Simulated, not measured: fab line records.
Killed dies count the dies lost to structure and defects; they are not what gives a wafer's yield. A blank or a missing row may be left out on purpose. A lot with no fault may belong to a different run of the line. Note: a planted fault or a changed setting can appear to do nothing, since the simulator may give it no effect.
The same fault as seen by 2 desks :: flow sky130 :: each desk has only its own numbers; what lay behind them comes last

## METROLOGY DESK
What the gauges read, lot by lot, whatever tool the lot ran on: means of the sampled wafers that have a number. The brackets show how far a lot's mean lies from the usual mean; more than 4 standard deviations puts the lot out of limits, marked OUT. It has 8 readings; the 7 that lie furthest out on some lot are the ones shown.
Columns: A = VIA3_W_RS at SKY_VIA3_RS_MEAS_22, usual 0.296 ohm/sq; B = VIA3_W_THK at SKY_VIA3_THK_MEAS_23, usual 398 nm; C = CAP2M_CVD_00_THK at SKY_CAP2M_THK_MEAS_01, usual 15.59 nm; D = CAP2M_TIN_RS at SKY_CAP2M_RS_MEAS_03, usual 6.96 ohm/sq; E = CAP2M_TIN_THK at SKY_CAP2M_THK_MEAS_04, usual 200.7 nm; F = cd-nm at SKY_METAL4_CD_MEAS_13, usual 299.7 nm; G = METAL4_OVL at SKY_METAL4_OVL_MEAS_14, usual 1 nm
lot: L184
first seen here: day 40 13:01
A: 0.293
B: 401
C: 15.30
D: 6.92
E: 202.1
F: 305.0
G: 8

lot: L187
first seen here: day 41 10:13
A: 0.300
B: 400
C: 15.64
D: 6.94
E: 201.3
F: 297.6
G: 6

lot: L195
first seen here: day 43 20:04
A: 0.296
B: 400
C: 15.55
D: 7.22
E: 192.0
F: 302.6
G: 6

lot: L199
first seen here: day 45 00:22
A: 0.299
B: 393
C: 15.46
D: 7.03
E: 197.6
F: 297.3
G: 5

lot: L202
first seen here: day 46 18:57
A: 0.294
B: 400
C: 15.51
D: 6.88
E: 203.0
F: 295.1
G: 4
This desk's verdict: no lot among the 5 shows anything out of limits.

## THE TOOL OWNER'S DESK: pvd-sputter-04
At SKY_CAP2M_SPUTTER_02 (material TiN, target thk 200 nm, time 166.7 s) the tool's own readings: per lot run on this tool, the mean of the sampled wafers that have a number. The brackets show how far a lot's mean lies from the usual mean; more than 4 standard deviations puts the lot out of limits, marked OUT.
Columns: A = chamber-pressure-pa at SKY_CAP2M_SPUTTER_02, usual 0.4000 Pa; B = throttle-valve-pct at SKY_CAP2M_SPUTTER_02, usual 29.5 %
lot: L184
first seen here: day 40 13:43
A: 0.4000
B: 29.9

lot: L195
first seen here: day 43 20:54
A: 0.4221 (+27) OUT
B: 28.3
This desk's verdict: out of limits on L195, starting with L195 at day 43 20:54 (chamber-pressure-pa at SKY_CAP2M_SPUTTER_02). Within limits: L184.

## PUT TOGETHER
At day 43 20:54, on L195, the tool owner's desk was in a position to raise an alarm.
Metrology desk: nothing out of limits seen.
The metrology desk has L195 on record, within its limits.
Every lot named ran SKY_CAP2M_SPUTTER_02 on pvd-sputter-04.

## WHAT THE SIMULATOR HAD PUT IN
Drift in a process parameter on pvd-sputter-04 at SKY_CAP2M_SPUTTER_02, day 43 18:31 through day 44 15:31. From 0.4, the setting chamber-pressure-pa moved by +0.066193. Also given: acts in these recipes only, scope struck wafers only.
Struck lots among those shown: L195.
Time in hours from fault onset to the first out-of-limits reading at each desk: the tool owner's desk, 2.
